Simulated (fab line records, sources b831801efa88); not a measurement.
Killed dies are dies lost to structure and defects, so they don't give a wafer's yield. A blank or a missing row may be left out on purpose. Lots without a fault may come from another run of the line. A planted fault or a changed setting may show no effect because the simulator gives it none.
Tool commonality check | flow gf180mcu | 13 lots, 39 wafers sampled

WHY IT WAS OPENED
At GF_PSD_RS_MEAS_14 the reading NSD_RS is flagged on 2 of 13 lots. Wafers without a fault read 46.17 ohm/sq, standard deviation 0.096.
Rule: a lot is flagged when every wafer of it that has a number lies more than 4 standard deviations from that mean, or none has a number. The other lots count as sound.

lot  | measured     | on            | NSD_RS (ohm/sq), wafer by wafer | flag
L567 | day 14 23:50 | film_metro-02 | 46.18 46.12 46.15               |
L568 | day 15 06:49 | film_metro-01 | 46.07 46.13 46.13               |
L570 | day 16 13:50 | film_metro-03 | 46.07 46.12 46.20               |
L571 | day 16 15:02 | film_metro-01 | 46.05 45.99 46.11               |
L573 | day 17 12:58 | film_metro-03 | 46.29 46.16 46.23               |
L574 | day 17 18:49 | film_metro-03 | 46.34 46.24 46.24               |
L576 | day 18 06:05 | film_metro-02 | 46.10 46.06 46.09               |
L579 | day 19 07:22 | film_metro-01 | 42.15 42.10 42.17               | FLAGGED
L581 | day 19 22:58 | film_metro-03 | 42.21 42.23 42.11               | FLAGGED
L582 | day 20 07:53 | film_metro-03 | 46.14 46.12 46.19               |
L585 | day 21 09:26 | film_metro-03 | 46.37 46.26 46.29               |
L587 | day 21 22:49 | film_metro-03 | 46.12 46.40 46.27               |
L588 | day 22 19:13 | film_metro-02 | 46.05 46.24 46.10               |
The numbers of the flagged lots are 42.16 ohm/sq on average: -4.01 ohm/sq against the usual, or -42 standard deviations.

WHICH TOOL RAN EACH LOT
The record holds 1 process step before the reading, out of a route of 602 steps. In each cell: the tool, then ch and the chambers that the sampled wafers went through, then the start.
lot  | flag    | GF_PSD_RTA_13
L567 |         | rtp_anneal-02 ch 0, day 14 23:44
L568 |         | rtp_anneal-01 ch 0, day 15 06:44
L570 |         | rtp_anneal-02 ch 0, day 16 13:45
L571 |         | rtp_anneal-01 ch 0, day 16 14:58
L573 |         | rtp_anneal-01 ch 0, day 17 12:49
L574 |         | rtp_anneal-01 ch 0, day 17 18:44
L576 |         | rtp_anneal-02 ch 0, day 18 06:00
L579 | FLAGGED | rtp_anneal-01 ch 0, day 19 07:17
L581 | FLAGGED | rtp_anneal-01 ch 0, day 19 22:53
L582 |         | rtp_anneal-02 ch 0, day 20 07:48
L585 |         | rtp_anneal-02 ch 0, day 21 09:22
L587 |         | rtp_anneal-02 ch 0, day 21 22:43
L588 |         | rtp_anneal-02 ch 0, day 22 19:07
What these steps do:
- GF_PSD_RTA_13: time 20 s.
- GF_PSD_RS_MEAS_14: measures by four-point-probe.

FLAGGED OVER TOTAL, TOOL BY TOOL (the gauges that took the reading come last)
step              | tool          | lots run | flagged | share of the flagged lots | sound lots run after its first flagged lot
GF_PSD_RTA_13     | rtp_anneal-01 | 6        | 2       | all                       | 0
GF_PSD_RTA_13     | rtp_anneal-02 | 7        | 0       | none                      | -
GF_PSD_RS_MEAS_14 | film_metro-01 | 3        | 1       | some                      | 0
GF_PSD_RS_MEAS_14 | film_metro-02 | 3        | 0       | none                      | -
GF_PSD_RS_MEAS_14 | film_metro-03 | 7        | 1       | some                      | 3 (L582,L585,L587)

WHAT THE TABLE ALLOWS
1 row of the table ran every flagged lot: rtp_anneal-01 at GF_PSD_RTA_13.
- rtp_anneal-01 at GF_PSD_RTA_13: 2 of its 6 lots flagged. Its last sound lot is L574 (day 17 18:44), its first flagged lot L579 (day 19 07:17): a fault that began between those two fits. Its own readings lie more than 4 standard deviations out on every wafer of the flagged lots: wafer_temp_C_max.
One tool is left: rtp_anneal-01 at GF_PSD_RTA_13.

WHAT THE SIMULATOR HAD PUT IN
Process parameter drift: rtp_anneal-01, from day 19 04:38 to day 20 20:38, at GF_PSD_RTA_13. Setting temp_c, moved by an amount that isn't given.
Lots struck among those shown: L579, L581. The rule above found the same.
